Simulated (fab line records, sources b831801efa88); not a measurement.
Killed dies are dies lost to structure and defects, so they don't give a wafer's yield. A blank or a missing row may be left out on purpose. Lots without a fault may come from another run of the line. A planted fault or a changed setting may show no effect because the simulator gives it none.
Chamber matching | flow sky130 | SKY_PAD_OPEN_ETCH_07 on rie_diel-03: 4 sister chambers
The step etches the open film in CF4/O2, stops on AlCu, target depth 725 nm, time 161.1 s. 16 wafers are shown with their chamber, then 8 later ones without.

WAFERS WITH THEIR CHAMBER
wafer  | chamber | throttle_valve_pct (%) | O2_flow_sccm (sccm) | oes_product_au (a.u.)
L075.2 | 2       | 5.961                  | 9.984               | 0.979
L075.3 | 0       | 5.953                  | 9.950               | 0.979
L075.5 | 3       | 5.974                  | 10.061              | 0.981
L078.2 | 3       | 5.966                  | 9.983               | 0.973
L078.4 | 2       | 5.976                  | 10.011              | 0.977
L078.6 | 1       | 5.964                  | 10.007              | 0.975
L080.2 | 1       | 5.967                  | 10.009              | 0.973
L080.3 | 2       | 5.967                  | 9.961               | 0.975
L080.4 | 3       | 5.973                  | 10.014              | 0.983
L081.1 | 3       | 5.967                  | 9.988               | 0.974
L081.3 | 0       | 5.959                  | 10.032              | 0.984
L081.4 | 1       | 5.965                  | 10.007              | 0.983
L091.1 | 3       | 5.972                  | 10.016              | 0.963
L091.2 | 0       | 5.951                  | 10.006              | 0.966
L091.3 | 1       | 5.948                  | 10.009              | 0.977
L092.1 | 0       | 5.974                  | 10.017              | 0.983

SIGNATURES (means of the wafers above)
reading            | chamber 0 | chamber 1 | chamber 2 | chamber 3 | scatter within a chamber
throttle_valve_pct | 5.95925   | 5.96100   | 5.96800   | 5.97040   | 0.00776
O2_flow_sccm       | 10.00125  | 10.00800  | 9.98533   | 10.01240  | 0.0273
oes_product_au     | 0.97800   | 0.97700   | 0.97700   | 0.97480   | 0.00658
Rule: a wafer's distance from a chamber is the root of the sum, over the readings, of the square of ((its reading less the chamber's mean) divided by the reading's scatter). The wafer belongs to the nearest chamber; if the next one is less than 2 further off, it can't be placed. The scatter: the root of (the sum of the squares of (reading less its chamber's mean) over the shown wafers, divided by (wafers less chambers)).

WAFERS WITHOUT THEIR CHAMBER
wafer  | throttle_valve_pct (%) | O2_flow_sccm (sccm) | oes_product_au (a.u.)
L092.3 | 5.956                  | 10.026              | 0.978
L092.4 | 5.976                  | 10.043              | 0.984
L093.2 | 5.974                  | 9.997               | 0.981
L093.3 | 5.940                  | 10.028              | 0.979
L093.4 | 5.964                  | 10.009              | 0.980
L097.1 | 5.968                  | 10.018              | 0.979
L097.4 | 5.958                  | 9.996               | 0.986
L097.6 | 5.974                  | 9.943               | 0.984

WHICH CHAMBER EACH WENT THROUGH
wafer  | from the rows above               | in truth
L092.3 | can't be placed: 1 or 0 or 3 or 2 | 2
L092.4 | can't be placed: 3 or 1 or 2 or 0 | 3
L093.2 | can't be placed: 2 or 3 or 1 or 0 | 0
L093.3 | can't be placed: 0 or 1 or 2 or 3 | 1
L093.4 | can't be placed: 1 or 0 or 2 or 3 | 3
L097.1 | can't be placed: 3 or 1 or 2 or 0 | 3
L097.4 | can't be placed: 0 or 1 or 2 or 3 | 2
L097.6 | can't be placed: 2 or 3 or 0 or 1 | 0
Placed correctly: 0 of 8. Can't be placed from these rows: 8 (the true chamber is among the candidates in 8). Placed wrongly: 0.
